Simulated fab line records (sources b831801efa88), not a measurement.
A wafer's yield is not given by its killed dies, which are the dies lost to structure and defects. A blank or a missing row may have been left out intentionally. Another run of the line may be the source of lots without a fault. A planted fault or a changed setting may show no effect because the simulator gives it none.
What tool caused it?    flow gf180mcu    14 lots, 42 wafers sampled, at 5 steps of a route of 602

WHAT THE GAUGES READ, wafer by wafer
GF_HV_LDD_CD_MEAS_19: target cd 400 nm.
lot   measured      on         cd_nm (nm)
L758  day 10 17:08  cd_sem-02  393.0 393.4 395.4
L760  day 11 08:25  cd_sem-02  399.7 397.7 398.2
L761  day 11 17:07  cd_sem-01  399.9 401.2 400.8
L762  day 12 00:18  cd_sem-01  401.1 397.5 399.3
L763  day 12 08:59  cd_sem-02  402.4 403.9 398.9
L764  day 12 18:17  cd_sem-02  398.3 395.3 397.1
L765  day 13 01:07  cd_sem-02  398.5 399.0 397.5
L767  day 13 15:05  cd_sem-01  398.5 400.5 400.8
L770  day 14 18:48  cd_sem-01  398.2 395.6 398.9
L771  day 14 23:40  cd_sem-01  400.3 398.4 398.7
L778  day 17 03:45  cd_sem-01  402.9 402.7 404.2
L779  day 17 11:19  cd_sem-02  398.3 397.5 398.3
L780  day 17 17:55  cd_sem-02  396.9 397.4 397.5
L781  day 17 23:31  cd_sem-01  398.7 400.5 401.2

GF_HV_LDD_OVL_MEAS_47.
lot   measured      on          HV_LDD_03_OVL (nm)
L758  day 12 08:04  overlay-02  -0.9 -3.0 -1.8
L760  day 13 00:09  overlay-01  -0.5 -0.2 -0.5
L761  day 13 09:11  overlay-01  -2.4 -2.4 -2.2
L762  day 13 16:52  overlay-01  -2.0 0.9 0.1
L763  day 14 03:16  overlay-01  -0.6 -1.0 -0.8
L764  day 14 12:23  overlay-01  -0.7 -3.8 0.4
L765  day 14 20:16  overlay-02  0.4 2.1 2.1
L767  day 15 10:26  overlay-02  -0.2 -1.6 -1.2
L770  day 16 15:52  overlay-01  -0.1 -0.9 -1.2
L771  day 16 20:38  overlay-01  -1.5 -2.3 -1.2
L778  day 19 04:44  overlay-01  -0.2 -1.1 -0.3
L779  day 19 12:20  overlay-02  -2.0 -2.3 -2.0
L780  day 19 18:15  overlay-02  -0.7 0.1 -0.9
L781  day 20 01:01  overlay-01  0.0 -0.2 -0.3

GF_HV_LDD_TW_MEAS_50.
lot   measured      on             HV_LDD_4_TW
L758  day 12 08:21  film_metro-01  574 573 573
L760  day 13 00:26  film_metro-01  573 572 573
L761  day 13 09:28  film_metro-03  564 567 567
L762  day 13 17:08  film_metro-01  571 576 571
L763  day 14 03:34  film_metro-01  576 579 574
L764  day 14 12:41  film_metro-04  565 567 568
L765  day 14 20:33  film_metro-04  565 570 570
L767  day 15 10:44  film_metro-01  577 574 576
L770  day 16 16:10  film_metro-04  569 568 569
L771  day 16 20:56  film_metro-03  566 570 567
L778  day 19 05:02  film_metro-04  568 568 567
L779  day 19 12:37  film_metro-04  532 533 534
L780  day 19 18:32  film_metro-03  571 570 572
L781  day 20 01:19  film_metro-01  535 533 531

GF_NSD_CD_MEAS_07: target cd 400 nm.
lot   measured      on         cd_nm (nm)
L758  day 13 06:52  cd_sem-01  397.5 396.1 398.3
L760  day 13 23:05  cd_sem-01  400.3 399.9 400.2
L761  day 14 09:19  cd_sem-02  398.4 398.8 397.2
L762  day 14 16:58  cd_sem-01  400.8 397.3 398.6
L763  day 15 03:33  cd_sem-02  403.6 404.7 401.3
L764  day 15 12:47  cd_sem-02  401.9 401.0 398.8
L765  day 15 21:58  cd_sem-02  400.1 401.0 398.8
L767  day 16 12:07  cd_sem-01  400.1 396.7 398.4
L770  day 17 19:25  cd_sem-02  403.9 402.8 402.0
L771  day 17 22:43  cd_sem-01  402.3 400.5 400.4
L778  day 20 08:05  cd_sem-02  396.2 396.4 396.5
L779  day 20 15:46  cd_sem-02  400.2 399.9 399.6
L780  day 20 21:44  cd_sem-02  397.6 401.0 399.9
L781  day 21 03:20  cd_sem-02  405.0 403.3 404.2

TOOL THAT RAN EACH LOT (tool first, then ch and the chambers of the sampled wafers, then the start)
lot   GF_HV_LDD_IMPLANT_48
L758  implanter-01 ch 0, day 12 08:06
L760  implanter-03 ch 0, day 13 00:12
L761  implanter-03 ch 0, day 13 09:13
L762  implanter-01 ch 0, day 13 16:53
L763  implanter-04 ch 0, day 14 03:21
L764  implanter-03 ch 0, day 14 12:26
L765  implanter-01 ch 0, day 14 20:19
L767  implanter-01 ch 0, day 15 10:29
L770  implanter-04 ch 0, day 16 15:55
L771  implanter-04 ch 0, day 16 20:41
L778  implanter-03 ch 0, day 19 04:47
L779  implanter-01 ch 0, day 19 12:23
L780  implanter-03 ch 0, day 19 18:18
L781  implanter-01 ch 0, day 20 01:04
- GF_HV_LDD_IMPLANT_48

AS READ BY THE TOOLS THEMSELVES (means over the sampled wafers that have a number; for cases with no such wafer, the mark the record gives instead)
GF_HV_LDD_IMPLANT_48.
lot   tool          beam_energy_keV  dose_ions_cm2  end_station_pressure_torr (Torr)
L758  implanter-01  24.997           2.998e+13      5.17e-06
L760  implanter-03  24.999           2.995e+13      5.12e-06
L761  implanter-03  25.002           3.001e+13      4.72e-06
L762  implanter-01  24.996           2.996e+13      5.01e-06
L763  implanter-04  25.004           3.000e+13      5.00e-06
L764  implanter-03  25.001           3.001e+13      5.05e-06
L765  implanter-01  24.992           3.003e+13      5.22e-06
L767  implanter-01  25.010           3.001e+13      5.08e-06
L770  implanter-04  24.992           2.996e+13      5.21e-06
L771  implanter-04  25.005           3.000e+13      5.41e-06
L778  implanter-03  25.003           2.996e+13      4.99e-06
L779  implanter-01  18.431           2.998e+13      4.93e-06
L780  implanter-03  24.994           3.000e+13      5.19e-06
L781  implanter-01  18.454           2.999e+13      5.31e-06

THE ANSWER, worked out from the rows above alone
Rule: what is usual is taken from the lots themselves. Put in order of their means at a reading, lots are off if they are a third of the lots or fewer, leave a main group of 4 or more, and stand apart from it by a gap of 3 or more times the standard deviation of the main group's means; of several such gaps the widest counts. A main group is skipped when, at the precision printed for the reading in the tables above, its means are all equal. A lot without any number at a reading at which 4 lots or more have one is off too. All remaining lots with rows at the step are treated as sound. Order of review: gauges by route order, followed by the tools' own readings, for which a lot's mean as printed above is used. At the first step where some lot is off, the reading lying furthest off is the one used; lots without a number count as furthest.
Off: L779, L781, seen at GF_HV_LDD_TW_MEAS_50 (HV_LDD_4_TW). Mean 571 and standard deviation 3.4 in the main group.
A tool fits if, at a process step before that reading, it ran every lot that is off, and no sound lot after the first of them. Not tried: the gauges at GF_HV_LDD_TW_MEAS_50; whatever is off there is also off at GF_HV_LDD_IMPLANT_48, on other tools, and gauge error can't account for it. One fits: GF_HV_LDD_IMPLANT_48 on implanter-01. A fault onset in the window from L767 (day 15 10:29, its last sound lot) to L779 (day 19 12:23, its first lot off) fits.
On the lots that are off, the tool's own readings at GF_HV_LDD_IMPLANT_48 differ by more than 5 times the standard deviation of the sound lots' means, which bears it out; beam_energy_keV reads 18.443 there versus 25.000 on the sound lots.

WHAT THE SIMULATOR PUT IN
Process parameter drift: implanter-01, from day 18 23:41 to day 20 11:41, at GF_HV_LDD_IMPLANT_48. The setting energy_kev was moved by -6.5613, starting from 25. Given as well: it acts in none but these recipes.
Lots struck among those shown: L779, L781. The same result came from the rule above.
